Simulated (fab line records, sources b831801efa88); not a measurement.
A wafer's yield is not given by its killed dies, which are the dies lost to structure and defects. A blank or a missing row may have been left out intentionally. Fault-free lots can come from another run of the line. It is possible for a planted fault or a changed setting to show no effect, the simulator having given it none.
Which tool did it? | flow sky130 | 39 wafers from 13 lots sampled at 4 of the route's 708 steps

## WHAT EACH GAUGE READ, for each wafer
SKY_METAL3_CD_MEAS_13: the cd target is 300 nm. Usual: cd nm 300.0 nm, standard deviation 1.3.
lot  | measured     | on        | cd nm (nm)        | flag
L256 | day 38 12:40 | cd sem-01 | 298.7 298.1 298.6 |
L257 | day 38 13:58 | cd sem-01 | 297.5 299.9 299.0 |
L258 | day 39 12:19 | cd sem-01 | 302.7 301.1 300.7 |
L260 | day 40 02:28 | cd sem-02 | 298.0 298.5 298.9 |
L268 | day 42 16:22 | cd sem-02 | 300.2 299.5 300.3 |
L267 | day 42 16:41 | cd sem-02 | 298.1 298.2 298.9 |
L271 | day 43 06:44 | cd sem-01 | 299.0 298.7 299.2 |
L273 | day 43 09:55 | cd sem-01 | 300.9 298.5 298.7 |
L274 | day 43 21:41 | cd sem-01 | 301.2 302.0 300.8 |
L275 | day 43 22:56 | cd sem-02 | 300.5 301.3 300.6 |
L276 | day 44 03:43 | cd sem-02 | 300.8 301.6 301.5 |
L277 | day 45 12:37 | cd sem-01 | 299.8 300.4 300.1 |
L278 | day 45 12:58 | cd sem-01 | 301.7 301.5 302.5 |

SKY_CAP2M_OVL_MEAS_12. Usual: CAP2M_OVL typically reads -0.1 nm, with standard deviation 1.4.
lot  | measured     | on         | CAP2M_OVL (nm) | flag
L256 | day 40 18:33 | overlay-01 | 2.2 0.1 3.1    |
L257 | day 40 19:28 | overlay-01 | 2.3 0.8 0.7    |
L258 | day 41 16:37 | overlay-01 | 1.1 -1.5 -0.3  |
L260 | day 42 03:40 | overlay-02 | -0.7 -1.0 -1.4 |
L268 | day 44 17:31 | overlay-01 | 0.6 2.3 1.5    |
L267 | day 44 18:04 | overlay-02 | -0.9 1.2 0.2   |
L271 | day 45 05:40 | overlay-02 | 1.9 0.6 -0.4   |
L273 | day 45 08:10 | overlay-01 | -0.7 -1.0 -1.4 |
L274 | day 45 20:22 | overlay-02 | 0.9 3.6 0.1    |
L275 | day 45 21:13 | overlay-01 | -0.4 -2.2 -0.5 |
L276 | day 46 02:04 | overlay-01 | -2.6 -0.1 -0.7 |
L277 | day 47 07:49 | overlay-02 | 0.6 0.4 0.4    |
L278 | day 47 08:49 | overlay-01 | 0.0 0.8 0.9    |

## WHICH TOOL RAN EACH LOT (tool, then ch and the chambers of the sampled wafers, then the start)
lot  | SKY_VIA3_CMP_24               | SKY_CAP2M_CVD_00
L256 | cmp-01 ch 1,2,3, day 39 17:45 | pecvd-02 ch 1,2, day 39 18:10
L257 | cmp-02 ch 0,2, day 39 18:48   | pecvd-03 ch 0,2, day 39 19:12
L258 | cmp-01 ch 0,1,3, day 40 17:13 | pecvd-04 ch 0,2, day 40 17:37
L260 | cmp-01 ch 0,3, day 41 04:38   | pecvd-04 ch 0,1, day 41 05:05
L268 | cmp-01 ch 0,1, day 43 19:34   | pecvd-02 ch 0,2, day 43 19:58
L267 | cmp-02 ch 0,1,3, day 43 20:14 | pecvd-04 ch 0,1,2, day 43 20:38
L271 | cmp-02 ch 1,2, day 44 07:34   | pecvd-04 ch 1,2, day 44 08:01
L273 | cmp-02 ch 0,1,2, day 44 10:06 | pecvd-04 ch 0,1, day 44 10:28
L274 | cmp-01 ch 0,1,2, day 44 21:46 | pecvd-03 ch 0,1,2, day 44 22:13
L275 | cmp-02 ch 0,1, day 44 23:02   | pecvd-04 ch 0,1,2, day 44 23:29
L276 | cmp-02 ch 0,3, day 45 05:05   | pecvd-02 ch 0,1,2, day 45 05:29
L277 | cmp-01 ch 2,3, day 46 12:10   | pecvd-03 ch 0,1,2, day 46 12:37
L278 | cmp-01 ch 0,1,2, day 46 13:09 | pecvd-04 ch 0,1,2, day 46 13:36
- SKY_VIA3_CMP_24: polishes, stops on SiO2, t overpolish 20 s, target thk 0 nm.
- SKY_CAP2M_CVD_00: deposits SiO2, target thk 15.5 nm.

## AS READ BY THE TOOLS THEMSELVES (means over the sampled wafers that have a number; for cases with no such wafer, the mark the record gives instead)
SKY_VIA3_CMP_24. Usual: motor current A 10.6 A, standard deviation 0.63; overpolish run s 20.000 s, standard deviation 0.0089; time to endpoint s 96 s, standard deviation 3.4.
lot  | tool   | motor current A (A) | overpolish run s (s) | time to endpoint s (s) | flag
L256 | cmp-01 | 10.9                | 19.988               | 95                     |
L257 | cmp-02 | 10.2                | 20.002               | 92                     |
L258 | cmp-01 | 11.1                | 20.008               | 92                     |
L260 | cmp-01 | 11.1                | 19.998               | 93                     |
L268 | cmp-01 | 11.1                | 19.995               | 98                     |
L267 | cmp-02 | 10.5                | 20.004               | 94                     |
L271 | cmp-02 | 9.7                 | 20.002               | 101                    |
L273 | cmp-02 | 10.2                | 20.009               | 99                     |
L274 | cmp-01 | 10.6                | 19.992               | 99                     |
L275 | cmp-02 | 10.7                | 20.005               | 96                     |
L276 | cmp-02 | 10.5                | 19.998               | 92                     |
L277 | cmp-01 | 10.9                | 20.007               | 93                     |
L278 | cmp-01 | 11.0                | 20.008               | 90                     |

SKY_CAP2M_CVD_00. Usual: heater power outer w 416 W, standard deviation 79; heater power w 702 W, standard deviation 110; rf fwd power W 442.8 W, standard deviation 2.5.
lot  | tool     | heater power outer w (W) | heater power w (W) | rf fwd power W (W) | flag
L256 | pecvd-02 | 475                      | 775                | 438.6              |
L257 | pecvd-03 | 477                      | 810                | 445.6              |
L258 | pecvd-04 | -                        | -                  | -                  | OFF
L260 | pecvd-04 | -                        | -                  | -                  | OFF
L268 | pecvd-02 | 502                      | 806                | 440.9              |
L267 | pecvd-04 | 345                      | 628                | 442.7              |
L271 | pecvd-04 | 310                      | 564                | 444.9              |
L273 | pecvd-04 | 341                      | 620                | 442.1              |
L274 | pecvd-03 | 463                      | 745                | 444.8              |
L275 | pecvd-04 | 352                      | 629                | 443.4              |
L276 | pecvd-02 | 494                      | 801                | 440.7              |
L277 | pecvd-03 | 451                      | 722                | 441.7              |
L278 | pecvd-04 | 349                      | 620                | 443.9              |

## THE ANSWER, worked out from the rows above alone
Rule: lot off if the mean of its wafers having a number is beyond 3 standard deviations from the usual mean. Also off: a lot with no number at a reading for which 4 or more lots have one. All remaining lots with rows at the step are treated as sound. First the gauges in route order, then the tools' own readings, where a lot's mean is used as printed above. At the first step where some lot is off, the reading lying furthest off is the one used; lots without a number count as furthest.
Off at SKY_CAP2M_CVD_00 (heater power outer w): L258, L260. Without a number there: L258, L260.
A tool fits if, at that step or a process step before it, it ran every lot that is off, and no sound lot after the first of them. Of those tried, none fits.

## WHAT THE SIMULATOR HAD INSERTED
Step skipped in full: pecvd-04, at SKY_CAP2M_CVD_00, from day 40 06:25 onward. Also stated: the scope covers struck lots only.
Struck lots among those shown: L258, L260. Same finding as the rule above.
